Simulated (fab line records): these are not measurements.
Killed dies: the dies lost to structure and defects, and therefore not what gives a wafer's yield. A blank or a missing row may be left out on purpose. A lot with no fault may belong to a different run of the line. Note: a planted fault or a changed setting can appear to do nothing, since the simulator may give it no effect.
fab line records	flow sky130
record: lots: 12	wafers: 36	last-day: 52
route steps=708 shown VT_ADJUST_HVTP@93 VT_ADJUST_NCORE@129 SONOS_ONO@168 PAD_OPEN@708
lots that met no fault: taken from a fault-free run of the same line
start-h: the number of hours between the record's first day and the start of the first shown wafer of the lot	wait-h: time in hours since the lot's previous step	" as in the row above	L1.1+2: a row that stands for several wafers	- no value present, or no start provided	* or withheld: withheld	< > ~ a bound
route shown NAME@n: names a module that has steps shown in the file, with the first one's number in the route	usual: mean/standard deviation of fault-free wafers	same: alike in all rows	chamber/n: place in a boat	sites: readings site by site	_std_site: how widely they spread, as a standard deviation	_edge_site: the outer-site mean with the inner-site mean subtracted	radius-mm: how far each site lies from the wafer's centre	mask NAME#n: copy n	behind: tool/chamber where the wafer was last shaped	hold: why the lot went on hold/how many hours it stayed there/how the hold came to an end	device: names the non-switching transistor (n, p or np)	end of line: tests of these same wafers at the route's end	a step without rows: its recipe alone	killed: not the wafer's yield, but the dies lost to structure and defects at the first sort	map: shows each die of a wafer: x if killed, . if not, _ if none is there
set.NAME: setting as actually run; set.NAME@STEP: the setting as run at that earlier step	model.NAME: the simulator's own value behind a step, which no gauge read
the route's steps for a sample of lots (tables are steps, rows are wafers)
services: a tool's chamber out of use, with start hour (start-h, from the record's first day; less than 0 if before it), hours out, and reason
== steps ==
step: SKY_VT_ADJUST_HVTP_OVL_MEAS_08
usual: VT_ADJUST_HVTP_OVL: -0.8/1.7
lot.wafer	tool	chamber	start-h	wait-h	VT_ADJUST_HVTP_OVL[nm]
L289.1	overlay-01	-	119.98	0.1	0.5
L289.2	"	-	"	"	1.9
L289.3	"	-	"	"	-1.1
L290.1	overlay-01	-	123.83	0.1	-2.4
L290.3	"	-	"	"	-1.3
L290.6	"	-	"	"	-1.1
L291.1	overlay-01	-	130.48	0.1	-1.2
L291.3	"	-	"	"	-2.4
L291.6	"	-	"	"	-2.6
L294.1	overlay-02	-	145.96	0.1	-0.2
L294.4	"	-	"	"	-0.3
L294.5	"	-	"	"	1.6
L295.1	overlay-02	-	150.23	0.1	-1.8
L295.2	"	-	"	"	-1.6
L295.6	"	-	"	"	-2.1
L296.2	overlay-01	-	154.89	0.1	-3.1
L296.4	"	-	"	"	-3.8
L296.6	"	-	"	"	-2.2
L301.2	overlay-02	-	171.71	0.1	-1.9
L301.4	"	-	"	"	-3.4
L301.5	"	-	"	"	-2.7
L305.1	overlay-01	-	184.58	0.1	1.1
L305.5	"	-	"	"	0.0
L305.6	"	-	"	"	0.1
L306.1	overlay-01	-	186.66	0.1	0.6
L306.3	"	-	"	"	0.7
L306.6	"	-	"	"	1.3
L309.2	overlay-01	-	343.69	0.1	0.1
L309.3	"	-	"	"	-0.1
L309.4	"	-	"	"	-0.9
L312.2	overlay-01	-	345.46	0.1	-3.2
L312.3	"	-	"	"	-1.7
L312.5	"	-	"	"	-1.2
L311.2	overlay-02	-	345.99	0.1	-0.8
L311.4	"	-	"	"	-4.0
L311.6	"	-	"	"	-0.6
step: SKY_VT_ADJUST_NCORE_STRIP_10
recipe: chemistry: O2/N2	power-w: 1400	pressure-mtorr: 1500	platen-temp-c: withheld	o2-flow-sccm: 3000	n2-flow-sccm: 300	overash-fraction: 0.5
usual: drypump-motor-current-A: 5.86/0.3	oes-product-au: 0.716/0.0048	strip-time-to-endpoint-s: 14.20/0.036
lot.wafer	tool	chamber	start-h	wait-h	drypump-motor-current-A	oes-product-au	rf-hours-counter-h	strip-time-to-endpoint-s
L289.1	plasma-asher-01	1	162.94	0.1	6.08	0.710	4	14.23
L289.2	"	0	"	"	5.22	0.714	4	14.23
L289.3	"	0	"	"	5.23	0.713	-	14.23
L290.1	plasma-asher-03	1	165.54	0.1	6.16	0.714	33	14.27
L290.3	"	0	"	"	5.84	0.708	-	14.25
L290.6	"	0	"	"	5.83	0.714	-	14.22
L291.1	plasma-asher-03	1	170.86	0.1	6.16	0.712	33	14.17
L291.3	"	1	"	"	6.15	0.705	-	14.18
L291.6	"	1	"	"	6.16	0.719	-	14.21
L294.1	plasma-asher-03	0	181.81	0.1	5.83	0.711	34	14.23
L294.4	"	1	"	"	6.14	0.710	-	14.20
L294.5	"	0	"	"	5.83	0.722	-	14.23
L295.1	plasma-asher-02	1	185.54	0.1	5.94	0.716	50	14.23
L295.2	"	0	"	"	5.96	0.718	50	14.24
L295.6	"	0	"	"	5.94	0.720	-	14.25
L296.2	plasma-asher-02	0	187.96	0.1	5.95	0.715	50	14.13
L296.4	"	1	"	"	5.96	0.710	-	14.17
L296.6	"	0	"	"	5.97	0.719	-	14.18
L301.2	plasma-asher-01	1	215.49	0.1	6.03	0.706	9	14.19
L301.4	"	1	"	"	6.07	0.713	-	14.17
L301.5	"	1	"	"	6.02	0.720	-	14.17
L305.1	plasma-asher-02	1	234.81	0.1	5.97	0.721	54	14.24
L305.5	"	1	"	"	5.99	0.720	-	14.21
L305.6	"	0	"	"	5.95	0.712	-	14.24
L306.1	plasma-asher-02	1	237.34	0.1	5.98	0.712	54	14.24
L306.3	"	0	"	"	5.97	0.715	-	14.24
L306.6	"	1	"	"	5.99	0.707	-	14.27
L309.2	plasma-asher-01	0	428.94	0.1	5.26	0.707	30	14.17
L309.3	"	0	"	"	5.22	0.726	-	14.18
L309.4	"	1	"	"	6.04	0.722	-	14.18
L312.2	plasma-asher-02	0	430.74	0.1	5.96	0.716	0	14.21
L312.3	"	1	"	"	5.95	0.720	-	14.20
L312.5	"	0	"	"	5.97	0.716	-	14.24
L311.2	plasma-asher-02	0	431.64	0.1	5.99	0.707	0	14.16
L311.4	"	1	"	"	5.95	0.717	-	14.18
L311.6	"	1	"	"	5.96	0.718	-	14.17
step: SKY_SONOS_ONO_OXIDATION_00
recipe: temp-c: 800	ambient: O2	idle-temp-c: 700	ramp-up-c-per-min: 10	ramp-down-c-per-min: 3	stabilise-s: 600	purge-s: 300	target-thk-a: 26	ox-time-s: 1249
lot.wafer	tool	chamber	start-h	wait-h
L289.1+2+3	furnace-01	0	201.91	0.0
L290.1+3+6	furnace-01	0	210.56	3.3
L291.1+3+6	furnace-01	0	218.75	5.8
L294.1+4+5	furnace-01	0	235.56	7.5
L295.1+2+6	furnace-01	0	235.56	0.3
L296.2+4+6	furnace-01	0	247.96	6.5
L301.2+4+5	furnace-01	0	274.20	1.3
L305.1+5+6	furnace-01	0	304.06	0.0
L306.1+3+6	furnace-01	0	309.23	3.0
L309.2+3+4	furnace-02	0	521.18	0.0
L311.2+4+6	furnace-02	0	522.53	0.6
L312.2+3+5	furnace-02	0	522.53	0.7
step: SKY_SONOS_ONO_THK_MEAS_01
recipe: reads: SiO2_of_SONOS_ONO_OXIDATION_00
usual: SONOS_ONO_OXIDATION_THK: 2.59/0.057
lot.wafer	tool	chamber	start-h	wait-h	SONOS_ONO_OXIDATION_THK[nm]
L289.1	film-metro-03	-	203.25	0.0	2.64
L289.2	"	-	"	"	2.57
L289.3	"	-	"	"	2.59
L290.1	film-metro-03	-	211.90	0.0	2.65
L290.3	"	-	"	"	2.71
L290.6	"	-	"	"	2.60
L291.1	film-metro-03	-	220.09	0.0	2.58
L291.3	"	-	"	"	2.61
L291.6	"	-	"	"	2.55
L294.1	film-metro-01	-	236.90	0.0	2.50
L294.4	"	-	"	"	2.50
L294.5	"	-	"	"	2.47
L295.1	film-metro-04	-	236.90	0.0	2.58
L295.2	"	-	"	"	2.68
L295.6	"	-	"	"	2.59
L296.2	film-metro-03	-	249.31	0.0	2.59
L296.4	"	-	"	"	2.53
L296.6	"	-	"	"	2.58
L301.2	film-metro-01	-	275.56	0.0	2.64
L301.4	"	-	"	"	2.65
L301.5	"	-	"	"	2.69
L305.1	film-metro-04	-	305.40	0.0	2.99
L305.5	"	-	"	"	2.92
L305.6	"	-	"	"	2.94
L306.1	film-metro-01	-	310.58	0.0	2.97
L306.3	"	-	"	"	2.99
L306.6	"	-	"	"	2.99
L309.2	film-metro-04	-	522.54	0.0	2.61
L309.3	"	-	"	"	2.58
L309.4	"	-	"	"	2.62
L311.2	film-metro-03	-	523.89	0.0	2.52
L311.4	"	-	"	"	2.58
L311.6	"	-	"	"	2.54
L312.2	film-metro-01	-	523.89	0.0	2.67
L312.3	"	-	"	"	2.69
L312.5	"	-	"	"	2.68
step: SKY_SONOS_ONO_STRIP_17
recipe: chemistry: O2/N2	power-w: 1400	pressure-mtorr: 1500	platen-temp-c: withheld	o2-flow-sccm: 3000	n2-flow-sccm: 300	overash-fraction: 0.5
usual: drypump-motor-current-A: 5.82/0.28	oes-product-au: 0.709/0.0043	strip-time-to-endpoint-s: 14.09/0.039
lot.wafer	tool	chamber	start-h	wait-h	drypump-motor-current-A	oes-product-au	rf-hours-counter-h	strip-time-to-endpoint-s
L289.1	plasma-asher-03	0	224.20	0.0	5.83	0.703	38	14.12
L289.2	"	1	"	"	6.16	0.708	38	14.13
L289.3	"	1	"	"	6.15	0.706	-	14.11
L290.1	plasma-asher-03	1	229.60	0.0	6.16	0.702	39	14.07
L290.3	"	1	"	"	6.17	0.709	-	14.15
L290.6	"	0	"	"	5.82	0.711	-	14.11
L291.1	plasma-asher-04	0	237.00	0.0	5.55	0.703	56	14.02
L291.3	"	0	"	"	5.56	0.709	-	14.04
L291.6	"	1	"	"	5.88	0.708	-	14.05
L294.1	plasma-asher-03	0	262.01	0.0	5.83	0.711	42	14.18
L294.4	"	0	"	"	5.83	0.704	-	14.11
L294.5	"	0	"	"	5.84	0.718	-	14.14
L295.1	plasma-asher-04	1	262.31	0.0	5.87	0.713	58	14.07
L295.2	"	0	"	"	5.56	0.716	58	14.05
L295.6	"	1	"	"	5.90	0.707	-	14.10
L296.2	plasma-asher-03	0	276.22	0.0	5.84	0.698	43	14.09
L296.4	"	1	"	"	6.14	0.710	-	14.06
L296.6	"	1	"	"	6.14	0.706	-	14.05
L301.2	plasma-asher-03	0	304.75	0.0	5.84	0.711	46	14.01
L301.4	"	1	"	"	6.15	0.702	-	14.05
L301.5	"	0	"	"	5.82	0.701	-	14.07
L305.1	plasma-asher-04	1	339.67	0.0	5.89	0.712	66	14.15
L305.5	"	0	"	"	5.58	0.704	-	14.18
L305.6	"	1	"	"	5.91	0.703	-	14.13
L306.1	plasma-asher-01	1	340.65	0.0	6.07	0.705	21	14.10
L306.3	"	0	"	"	5.25	0.703	-	14.06
L306.6	"	0	"	"	5.27	0.703	-	14.11
L309.2	plasma-asher-01	1	552.33	0.0	6.06	0.711	43	14.03
L309.3	"	0	"	"	5.27	0.703	-	14.07
L309.4	"	1	"	"	6.05	0.703	-	14.07
L312.2	plasma-asher-03	0	554.71	0.0	5.83	0.707	71	14.10
L312.3	"	1	"	"	6.17	0.707	-	14.11
L312.5	"	1	"	"	6.16	0.709	-	14.08
L311.2	plasma-asher-01	1	555.43	0.0	6.03	0.717	43	14.07
L311.4	"	0	"	"	5.26	0.707	-	14.08
L311.6	"	0	"	"	5.21	0.709	-	14.08
step: SKY_PAD_OPEN_PROBE_99
usual: killed_at_M0_to_M3: 43/7	killed_at_M4_up: 2.7/1.6	killed-at-contacts: 24/5.3	killed-at-front-end: 16/4.6	killed-at-other: 0.3/0.53	killed-dies: 86/9.3	killed-open: 47/6.9	killed-short: 38/6.1
same: gross-dies: 492	killed-at-back-side: 0
lot.wafer	tool	chamber	start-h	wait-h	killed_at_M0_to_M3	killed_at_M4_up	killed-at-contacts	killed-at-front-end	killed-at-other	killed-dies	killed-open	killed-short
L294.1	prober-01	-	1060.99	0.1	30	5	19	17	0	71	29	42
L294.4	prober-01	-	1061.14	0.2	35	1	29	16	0	81	46	35
L294.5	prober-01	-	1061.19	0.2	42	4	21	15	1	83	48	35
L305.1	prober-01	-	1113.46	0.1	47	3	29	17	1	97	53	44
L305.5	prober-01	-	1113.66	0.2	38	4	26	9	0	77	41	34
L305.6	prober-01	-	1113.71	0.2	41	3	18	8	0	70	34	36
killed by level:class
L294.1 METAL2:geometric-particle:short=7 CONTACT:geometric-particle:open=7 CONTACT:geometric-particle:short=6 METAL4:geometric-particle:short=5 VIA1:geometric-particle:open=5 FIELD_ISO:geometric-particle:open=4 VIA3:geometric-particle:short=4 VIA3:geometric-particle:open=4
L294.4 CONTACT:geometric-particle:open=12 VIA1:geometric-particle:open=9 VIA1:geometric-particle:short=7 LI_CONTACT:geometric-particle:open=5 LOCAL_INTERCONNECT:geometric-particle:short=5 METAL1:geometric-particle:short=5 VIA3:geometric-particle:open=5 FIELD_ISO:geometric-particle:short=4
L294.5 VIA1:geometric-particle:open=11 VIA2:geometric-particle:open=9 CONTACT:geometric-particle:open=8 FIELD_ISO:geometric-particle:open=6 METAL1:geometric-particle:short=5 LOCAL_INTERCONNECT:geometric-particle:short=5 CONTACT:geometric-particle:short=4 VIA1:geometric-particle:short=4
L305.1 CONTACT:geometric-particle:open=11 VIA3:geometric-particle:open=9 LI_CONTACT:geometric-particle:open=7 METAL2:geometric-particle:short=7 VIA2:geometric-particle:open=7 FIELD_ISO:geometric-particle:short=6 VIA1:geometric-particle:open=6 CONTACT:geometric-particle:short=5
L305.5 LI_CONTACT:geometric-particle:open=7 VIA1:geometric-particle:open=6 CONTACT:geometric-particle:open=6 CONTACT:geometric-particle:short=6 VIA1:geometric-particle:short=6 VIA2:geometric-particle:open=6 METAL3:geometric-particle:short=5 VIA3:geometric-particle:short=4
L305.6 METAL2:geometric-particle:short=10 CONTACT:geometric-particle:open=9 VIA1:geometric-particle:open=7 VIA2:geometric-particle:open=7 POLY_GATE:geometric-particle:short=4 LI_CONTACT:geometric-particle:open=4 METAL1:geometric-particle:short=4 FIELD_ISO:geometric-particle:short=3
== services ==
tool	chamber	start-h	hours	kind
furnace-02	-	174.84	85.9	pm
plasma-asher-01	-	192.31	1.9	repair
plasma-asher-04	-	228.94	2.8	pm
furnace-02	-	260.69	4.1	pm
furnace-01	-	264.98	3.3	pm
furnace-02	-	267.75	2.7	pm
plasma-asher-03	-	277.60	1.3	repair
furnace-01	-	286.87	4.0	pm
plasma-asher-01	-	289.19	3.2	repair
furnace-01	-	295.03	1.1	pm
plasma-asher-02	-	297.63	0.9	repair
plasma-asher-01	-	309.74	2.8	pm
plasma-asher-01	-	325.94	1.8	repair
plasma-asher-02	-	337.01	1.3	repair
plasma-asher-02	-	352.14	0.8	repair
furnace-02	-	356.63	15.3	pm
plasma-asher-03	-	390.26	0.9	repair
plasma-asher-03	-	397.59	0.5	repair
plasma-asher-01	-	397.89	1.1	repair
furnace-01	-	406.71	4.4	pm
plasma-asher-02	-	421.25	9.0	pm
plasma-asher-03	-	507.32	0.9	repair
furnace-02	-	512.24	4.9	pm
plasma-asher-02	-	540.70	2.6	repair
== key ==
first-sign: step: SKY_SONOS_ONO_THK_MEAS_01	reading: SONOS_ONO_OXIDATION_THK	direction: up	sigmas: 6.5	usual: 2.59	struck: 2.97
effect none on later readings
met-at SKY_SONOS_ONO_OXIDATION_00
struck-lots L305,L306
tester-left-out L305,L306
not-acting-at SKY_VT_ADJUST_HVTP_OVL_MEAS_08,SKY_VT_ADJUST_NCORE_STRIP_10,SKY_SONOS_ONO_STRIP_17
onset-between 274.20 304.06
fault: kind: process-parameter-drift	tool: furnace-01	chamber: -	onset-h: 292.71	steps: SKY_SONOS_ONO_OXIDATION_00	channel: ox-time-s	offset: *	shape: step	end-h: 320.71	acts-in: *	stated: *
tester-left-out: of these lots the tester's yield and bins aren't shown, on N5 and GAA mostly nor the transistor test; their killed dies are dies lost to structure and defects alone, not to doping, threshold or leakage, so they don't give the yield
